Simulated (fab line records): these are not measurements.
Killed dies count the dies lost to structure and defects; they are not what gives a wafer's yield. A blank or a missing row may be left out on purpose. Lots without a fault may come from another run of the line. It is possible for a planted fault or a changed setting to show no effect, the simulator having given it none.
Check for tools in common | flow sky130 | 12 lots, 36 wafers sampled

## THE REASON FOR OPENING IT
Of 12 lots, 2 have the reading VT_ADJUST_HVTR_TW flagged at SKY_VT_ADJUST_HVTR_TW_MEAS_11. Wafers without a fault read 210.9, standard deviation 1.1.
Rule: a lot is flagged in two cases, either no wafer of it has a number, or all its wafers with numbers fall more than 4 standard deviations from that mean. All remaining lots are regarded as sound.

lot  | measured     | on            | VT_ADJUST_HVTR_TW, wafer by wafer | flag
L101 | day 10 04:53 | film_metro-01 | 210.0 210.0 210.4                 |
L103 | day 10 13:41 | film_metro-01 | 209.6 209.9 210.4                 |
L104 | day 11 00:22 | film_metro-03 | 211.2 211.6 211.2                 |
L105 | day 11 03:23 | film_metro-03 | 212.0 211.3 212.0                 |
L106 | day 11 15:26 | film_metro-01 | 211.9 210.8 210.9                 |
L107 | day 11 23:08 | film_metro-04 | 211.2 211.0 211.1                 |
L114 | day 13 23:39 | film_metro-01 | 113.8 113.0 114.2                 | FLAGGED
L115 | day 14 14:40 | film_metro-03 | 115.0 114.7 115.0                 | FLAGGED
L117 | day 15 08:02 | film_metro-01 | 209.6 211.5 210.3                 |
L119 | day 15 09:19 | film_metro-03 | 209.6 209.8 210.8                 |
L120 | day 16 14:11 | film_metro-04 | 212.6 212.9 212.5                 |
L121 | day 16 23:23 | film_metro-03 | 211.5 211.8 212.1                 |
The numbers of the flagged lots are 114.3 on average: -96.6 against the usual, or -88 standard deviations.

## LOT BY LOT: THE TOOL USED
Before the reading, the record contains 2 process steps out of a 708-step route. Each cell gives the tool, then ch followed by the chambers the sampled wafers passed through, then the start.
lot  | flag    | SKY_FIELD_ISO_ETCH_14             | SKY_VT_ADJUST_HVTR_IMPLANT_09
L101 |         | rie_diel-03 ch 1,2,3, day 2 15:56 | implanter-01 ch 0, day 10 04:40
L103 |         | rie_diel-03 ch 1,2,3, day 3 02:20 | implanter-03 ch 0, day 10 13:26
L104 |         | rie_diel-01 ch 0,3, day 3 10:38   | implanter-03 ch 0, day 11 00:08
L105 |         | rie_diel-04 ch 0,2, day 3 12:08   | implanter-01 ch 0, day 11 03:10
L106 |         | rie_diel-04 ch 2,3, day 3 18:23   | implanter-03 ch 0, day 11 15:11
L107 |         | rie_diel-04 ch 1,2, day 4 01:22   | implanter-04 ch 0, day 11 22:53
L114 | FLAGGED | rie_diel-03 ch 1,2,3, day 5 14:43 | implanter-01 ch 0, day 13 23:25
L115 | FLAGGED | rie_diel-01 ch 1,2, day 5 22:25   | implanter-01 ch 0, day 14 14:25
L117 |         | rie_diel-03 ch 0,1,2, day 6 08:04 | implanter-04 ch 0, day 15 07:47
L119 |         | rie_diel-04 ch 0,1,3, day 6 11:16 | implanter-04 ch 0, day 15 09:04
L120 |         | rie_diel-01 ch 0,1,2, day 7 09:08 | implanter-04 ch 0, day 16 13:56
L121 |         | rie_diel-01 ch 0,1, day 7 10:43   | implanter-03 ch 0, day 16 23:10
What is done by these steps:
- SKY_FIELD_ISO_ETCH_14: etches BARC in N2/H2, stops on SiO2, time 45.9 s, target depth 60 nm.
- SKY_VT_ADJUST_HVTR_IMPLANT_09
- SKY_VT_ADJUST_HVTR_TW_MEAS_11

## FLAGGED AGAINST TOTAL, ONE TOOL AT A TIME (gauges that did the reading follow at the end)
step                          | tool          | lots run | flagged | share of the flagged lots | sound lots run after its first flagged lot
SKY_FIELD_ISO_ETCH_14         | rie_diel-01   | 4        | 1       | some                      | 2 (L120,L121)
SKY_FIELD_ISO_ETCH_14         | rie_diel-03   | 4        | 1       | some                      | 1 (L117)
SKY_FIELD_ISO_ETCH_14         | rie_diel-04   | 4        | 0       | none                      | -
SKY_VT_ADJUST_HVTR_IMPLANT_09 | implanter-01  | 4        | 2       | all                       | 0
SKY_VT_ADJUST_HVTR_IMPLANT_09 | implanter-03  | 4        | 0       | none                      | -
SKY_VT_ADJUST_HVTR_IMPLANT_09 | implanter-04  | 4        | 0       | none                      | -
SKY_VT_ADJUST_HVTR_TW_MEAS_11 | film_metro-01 | 5        | 1       | some                      | 1 (L117)
SKY_VT_ADJUST_HVTR_TW_MEAS_11 | film_metro-03 | 5        | 1       | some                      | 2 (L119,L121)
SKY_VT_ADJUST_HVTR_TW_MEAS_11 | film_metro-04 | 2        | 0       | none                      | -

## WHAT IS ALLOWED BY THE TABLE
All flagged lots share 1 row of the table, namely implanter-01 at SKY_VT_ADJUST_HVTR_IMPLANT_09.
- implanter-01 at SKY_VT_ADJUST_HVTR_IMPLANT_09: 2 of its 4 lots flagged. Its last sound lot is L105 (day 11 03:10), its first flagged lot L114 (day 13 23:25): a fault that began between those two fits. Its own readings lie more than 4 standard deviations out on every wafer of the flagged lots: dose_ions_cm2, faraday_current_uA.
What remains is a single tool, implanter-01 at SKY_VT_ADJUST_HVTR_IMPLANT_09.

## WHAT THE SIMULATOR HAD INSERTED
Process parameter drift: implanter-01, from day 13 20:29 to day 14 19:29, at SKY_VT_ADJUST_HVTR_IMPLANT_09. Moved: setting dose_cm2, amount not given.
Struck lots among those shown: L114, L115. This agrees with what the rule above found.
